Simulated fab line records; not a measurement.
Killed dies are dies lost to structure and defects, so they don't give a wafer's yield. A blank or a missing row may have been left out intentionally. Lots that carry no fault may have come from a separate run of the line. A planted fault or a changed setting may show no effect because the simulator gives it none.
Chamber matching -- flow sky130 -- SKY_LI_CONTACT_ETCH_15 on rie-diel-04: 4 sister chambers
The step etches PSG in C4F8/O2/Ar, stops on Si, target depth 600 nm. 4 wafers are shown with their chamber, then 9 later ones without.

## WAFERS PAIRED WITH THEIR CHAMBERS
wafer,chamber,oes-product-au (a.u.)
L089.6,2,0.831
L091.1,1,0.840
L091.2,3,0.842
L091.3,0,0.838

## WAFERS MISSING THEIR CHAMBER
wafer,oes-product-au (a.u.)
L091.4,0.823
L091.5,0.839
L091.6,0.835
L094.3,0.830
L094.4,0.837
L094.5,0.841
L096.1,0.840
L096.3,0.836
L096.6,0.833

## EACH ONE'S CHAMBER
wafer,from the rows above,in truth
L091.4,2,2
L091.5,can't be placed: 0 or 1 or 3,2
L091.6,can't be placed: 0 or 2 or 1 or 3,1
L094.3,2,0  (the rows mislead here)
L094.4,can't be placed: 0 or 1 or 3 or 2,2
L094.5,can't be placed: 1 or 3 or 0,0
L096.1,can't be placed: 1 or 0 or 3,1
L096.3,can't be placed: 0 or 1 or 2 or 3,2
L096.6,can't be placed: 2 or 0 or 1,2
Correctly placed: 1 of 9. Can't be placed from these rows: 7 (the true chamber is among the candidates in 6). Number placed wrongly: 1.
How it was worked out, from the rows above alone: a wafer's distance from a chamber is the root of the sum, over the readings, of the square of ((its reading less the chamber's mean) divided by the reading's scatter). The wafer belongs to the nearest chamber; if the next one is less than 2 further off, it can't be placed. Each chamber's mean is taken over the wafers shown for it. The scatter (one wafer shown for each chamber): square how far every hidden wafer sits from the nearest shown wafer, average those squares and take the square root.
